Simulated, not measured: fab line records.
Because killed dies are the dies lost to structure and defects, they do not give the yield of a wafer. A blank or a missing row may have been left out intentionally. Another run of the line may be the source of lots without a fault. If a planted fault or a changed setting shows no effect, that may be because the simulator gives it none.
Which tool was responsible? -- flow sky130 -- 13 lots with 39 wafers sampled at 5 steps, on a route of 708 steps

== WHAT THE GAUGES READ, wafer by wafer ==
The record holds no reading of a measuring or inspecting step that can be judged against a usual standard deviation.

== WHAT TOOL EACH LOT RAN ON (gives the tool, then ch and the chambers of the sampled wafers, and finally the start) ==
lot,SKY_VT_ADJUST_HVTR_STRIP_10,SKY_METAL4_SPUTTER_02,SKY_CAP2M_SPUTTER_02,SKY_PAD_OPEN_ETCH_07,SKY_PAD_OPEN_PROBE_99
L877,"plasmaAsher-02 ch 0,1, day 9 08:39","pvdSputter-02, day 39 12:44","pvdSputter-01, day 39 12:56","rieDiel-03 ch 0,1,2, day 45 10:58",-
L878,"plasmaAsher-02 ch 1, day 9 16:01","pvdSputter-04, day 39 19:14","pvdSputter-02, day 39 19:25","rieDiel-03 ch 0,1,2, day 45 18:12",-
L880,"plasmaAsher-02 ch 1, day 10 08:31","pvdSputter-03, day 40 15:09","pvdSputter-01, day 40 15:20","rieDiel-02 ch 0,3, day 46 09:14",-
L883,"plasmaAsher-02 ch 0,1, day 11 09:57","pvdSputter-03, day 41 16:02","pvdSputter-01, day 41 16:13","rieDiel-03 ch 0,2, day 47 07:04","prober-02, day 47 09:28"
L885,"plasmaAsher-01 ch 0,1, day 11 21:50","pvdSputter-04, day 42 02:05","pvdSputter-01, day 42 02:16","rieDiel-02 ch 0,2,3, day 47 14:45",-
L888,"plasmaAsher-02 ch 0,1, day 12 16:41","pvdSputter-04, day 42 19:13","pvdSputter-02, day 42 19:24","rieDiel-02 ch 1,2,3, day 48 06:15","prober-01, day 48 08:39"
L892,"plasmaAsher-03 ch 0,1, day 14 09:01","pvdSputter-04, day 44 07:54","pvdSputter-02, day 44 08:05","rieDiel-03 ch 0,1, day 49 11:11",-
L893,"plasmaAsher-01 ch 0,1, day 14 17:44","pvdSputter-03, day 44 14:31","pvdSputter-04, day 44 14:43","rieDiel-02 ch 0,1,3, day 49 18:13",-
L894,"plasmaAsher-03 ch 0,1, day 15 02:14","pvdSputter-02, day 45 03:44","pvdSputter-01, day 45 03:56","rieDiel-02 ch 0,2, day 50 03:49",-
L895,"plasmaAsher-01 ch 0, day 15 09:49","pvdSputter-02, day 45 05:03","pvdSputter-01, day 45 05:14","rieDiel-03 ch 0,2, day 50 03:51",-
L898,"plasmaAsher-01 ch 0,1, day 16 01:02","pvdSputter-02, day 45 17:15","pvdSputter-01, day 45 17:26","rieDiel-02 ch 0,1,3, day 50 13:43",-
L900,"plasmaAsher-02 ch 0,1, day 16 10:04","pvdSputter-04, day 45 22:32","pvdSputter-02, day 45 22:43","rieDiel-01 ch 1,2, day 50 17:04",-
L899,"plasmaAsher-02 ch 0,1, day 16 14:07","pvdSputter-02, day 46 01:04","pvdSputter-04, day 46 01:14","rieDiel-01 ch 0,1,3, day 50 19:10",-
- SKY_VT_ADJUST_HVTR_STRIP_10: strips in O2/N2.
- SKY_METAL4_SPUTTER_02: material AlCu, target thk 735 nm, time 39.1 s.
- SKY_CAP2M_SPUTTER_02: material TiN, target thk 200 nm, time 166.7 s.
- SKY_PAD_OPEN_ETCH_07: etches the open film in CF4/O2, stops on AlCu, target depth 725 nm, time 161.1 s.
- SKY_PAD_OPEN_PROBE_99

== WHAT THE TOOLS THEMSELVES READ (means of the sampled wafers that have a number; where no wafer has one, the mark that the record gives instead) ==
SKY_VT_ADJUST_HVTR_STRIP_10. Usual: drypumpMotorCurrentA 5.6 A, standard deviation 0.44; oesProductAu 0.716 a.u., standard deviation 0.004; stripTimeToEndpointS 14.16 s, standard deviation 0.042.
lot,tool,drypumpMotorCurrentA (A),oesProductAu (a.u.),stripTimeToEndpointS (s),flag
L877,plasmaAsher-02,5.4,0.723,14.15,
L878,plasmaAsher-02,4.8,0.717,14.20,
L880,plasmaAsher-02,4.8,0.714,14.20,
L883,plasmaAsher-02,5.2,0.718,14.11,
L885,plasmaAsher-01,5.8,0.715,14.18,
L888,plasmaAsher-02,5.1,0.715,14.11,
L892,plasmaAsher-03,5.6,0.714,14.18,
L893,plasmaAsher-01,5.8,0.718,14.18,
L894,plasmaAsher-03,5.8,0.721,14.16,
L895,plasmaAsher-01,6.1,0.713,14.14,
L898,plasmaAsher-01,5.9,0.716,14.16,
L900,plasmaAsher-02,5.1,0.718,14.17,
L899,plasmaAsher-02,5.1,0.717,14.11,

SKY_METAL4_SPUTTER_02. Usual: throttleValvePct 29.9 %, standard deviation 1.5.
lot,tool,throttleValvePct (%),flag
L877,pvdSputter-02,31.4,
L878,pvdSputter-04,29.1,
L880,pvdSputter-03,30.0,
L883,pvdSputter-03,30.7,
L885,pvdSputter-04,29.8,
L888,pvdSputter-04,28.9,
L892,pvdSputter-04,29.6,
L893,pvdSputter-03,29.2,
L894,pvdSputter-02,30.6,
L895,pvdSputter-02,30.2,
L898,pvdSputter-02,30.4,
L900,pvdSputter-04,28.1,
L899,pvdSputter-02,32.3,

SKY_CAP2M_SPUTTER_02. Usual: throttleValvePct 30.3 %, standard deviation 1.2.
lot,tool,throttleValvePct (%),flag
L877,pvdSputter-01,30.5,
L878,pvdSputter-02,30.5,
L880,pvdSputter-01,30.3,
L883,pvdSputter-01,30.7,
L885,pvdSputter-01,30.2,
L888,pvdSputter-02,31.3,
L892,pvdSputter-02,30.6,
L893,pvdSputter-04,28.4,
L894,pvdSputter-01,30.3,
L895,pvdSputter-01,30.7,
L898,pvdSputter-01,30.1,
L900,pvdSputter-02,30.4,
L899,pvdSputter-04,29.1,

SKY_PAD_OPEN_ETCH_07. Usual: drypumpMotorCurrentA 5.7 A, standard deviation 0.33; oesProductAu 0.979 a.u., standard deviation 0.0083; throttleValvePct 5.965 %, standard deviation 0.0091.
lot,tool,drypumpMotorCurrentA (A),oesProductAu (a.u.),throttleValvePct (%),flag
L877,rieDiel-03,5.8,0.969,5.964,
L878,rieDiel-03,5.9,0.970,5.957,
L880,rieDiel-02,5.2,0.977,5.970,
L883,rieDiel-03,5.8,0.974,5.960,
L885,rieDiel-02,5.4,0.975,5.973,
L888,rieDiel-02,5.7,0.980,5.966,
L892,rieDiel-03,6.0,0.970,5.962,
L893,rieDiel-02,5.5,0.981,5.972,
L894,rieDiel-02,5.5,0.986,5.961,
L895,rieDiel-03,5.8,0.986,5.971,
L898,rieDiel-02,5.5,0.976,5.957,
L900,rieDiel-01,5.5,0.985,5.967,
L899,rieDiel-01,6.0,0.984,5.963,

SKY_PAD_OPEN_PROBE_99. Usual: killed_at_M0_to_M3 44, standard deviation 7.3; killed_at_M4_up 3.1, standard deviation 1.6; killedAtContacts 24, standard deviation 5.4; killedAtFrontEnd 15, standard deviation 4; killedAtOther 0.2, standard deviation 0.49; killedDies 86, standard deviation 10; killedOpen 48, standard deviation 7.3; killedShort 38, standard deviation 6.3.
lot,tool,killed_at_M0_to_M3,killed_at_M4_up,killedAtContacts,killedAtFrontEnd,killedAtOther,killedDies,killedOpen,killedShort,flag
L883,prober-02,38,2.7,22,49,0.3,113,47,31,OFF
L888,prober-01,42,3.0,24,48,0.3,117,48,35,OFF

== THE ANSWER, worked out from the rows above alone ==
Rule: a lot is off if the mean of its wafers that have a number lies more than 3 standard deviations from the usual mean. Also off: a lot with no number at a reading for which 4 or more lots have one. Any other lot the step has rows for is counted as sound. After the gauges, taken in route order, come the tools' own readings; for these a lot's mean is taken, as printed above. The first step at which some lot is off is used, and at that step the reading that is off furthest; a lot without a number counts as furthest.
Off: L883, L888, at SKY_PAD_OPEN_PROBE_99 (killedAtFrontEnd). Neither off nor sound, because the step has no rows for them: L877, L878, L880, L885, L892, L893, L894, L895, L898, L900, L899.
A tool fits if, at that step or a process step before it, it ran every lot that is off, and no sound lot after the first of them. One fits: plasmaAsher-02 at SKY_VT_ADJUST_HVTR_STRIP_10. It ran no sound lot before its first lot that is off in this sample, so the start can't be narrowed down.

== WHAT WAS PUT IN BY THE SIMULATOR ==
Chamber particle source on plasmaAsher-02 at SKY_VT_ADJUST_HVTR_STRIP_10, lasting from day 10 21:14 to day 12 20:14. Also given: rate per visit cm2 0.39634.
Lots struck among those shown: L883, L888. The rule above reached the same finding.
